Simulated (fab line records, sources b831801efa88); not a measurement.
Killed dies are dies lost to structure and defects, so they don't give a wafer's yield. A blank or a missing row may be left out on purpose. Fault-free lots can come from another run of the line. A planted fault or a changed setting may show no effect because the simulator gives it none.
2 desks, one fault / flow gf180mcu / every desk sees just its own numbers, and what lay behind them comes last

== METROLOGY DESK ==
Means of the sampled wafers that have a number, per lot and without regard to the tool the lot ran on: this is what the gauges read. The brackets show how far a lot's mean lies from the usual mean; more than 4 standard deviations puts the lot out of limits, marked OUT.
Columns: A = M2_OVL at GF_M2_OVL_MEAS_15, usual 1 nm; B = M3_ALCU_RS at GF_M3_RS_MEAS_05, usual 0.0697 ohm/sq; C = M3_ALCU_THK at GF_M3_THK_MEAS_06, usual 455 nm
lot=L697; first seen here=day 18 23:17; A=-3; B=0.0693; C=458
lot=L698; first seen here=day 19 09:08; A=-2; B=0.0694; C=458
lot=L702; first seen here=day 21 10:32; A=-6; B=0.0698; C=454
lot=L705; first seen here=day 22 21:08; A=-3; B=0.0708; C=447
lot=L707; first seen here=day 23 03:28; A=-6; B=0.0704; C=449
lot=L712; first seen here=day 24 17:47; A=-1; B=0.0693; C=454
lot=L713; first seen here=day 25 01:25; A=0; B=0.0689; C=460
lot=L716; first seen here=day 25 23:34; A=11; B=0.0706; C=449
lot=L718; first seen here=day 26 23:40; A=8; B=0.0691; C=458
lot=L719; first seen here=day 27 00:01; A=6; B=0.0710; C=447
lot=L720; first seen here=day 27 03:44; A=3; B=0.0695; C=459
This desk's finding: nothing out of limits on any of the 11 lots.

== AT THE TOOL OWNER'S DESK: pvd-sputter-01 ==
The tool's own readings at GF_M3_SPUTTER_02 (material AlCu, target thk 450 nm, time 23.9 s): means of the sampled wafers that have a number, for each lot that ran on this tool. The brackets show how far a lot's mean lies from the usual mean; more than 4 standard deviations puts the lot out of limits, marked OUT.
Columns: A = throttle-valve-pct at GF_M3_SPUTTER_02, usual 30.1 %
lot=L697; first seen here=day 20 03:01; A=29.9
lot=L705; first seen here=day 23 23:02; A=29.7
lot=L707; first seen here=day 24 05:16; A=31.2
lot=L719; first seen here=day 27 23:08; A=30.0
This desk's finding: nothing out of limits on any of the 4 lots.

== ALL TOGETHER ==
From the metrology desk's view, nothing was out of limits.
The tool owner's desk saw nothing out of limits.

== WHAT HAD BEEN PUT IN BY THE SIMULATOR ==
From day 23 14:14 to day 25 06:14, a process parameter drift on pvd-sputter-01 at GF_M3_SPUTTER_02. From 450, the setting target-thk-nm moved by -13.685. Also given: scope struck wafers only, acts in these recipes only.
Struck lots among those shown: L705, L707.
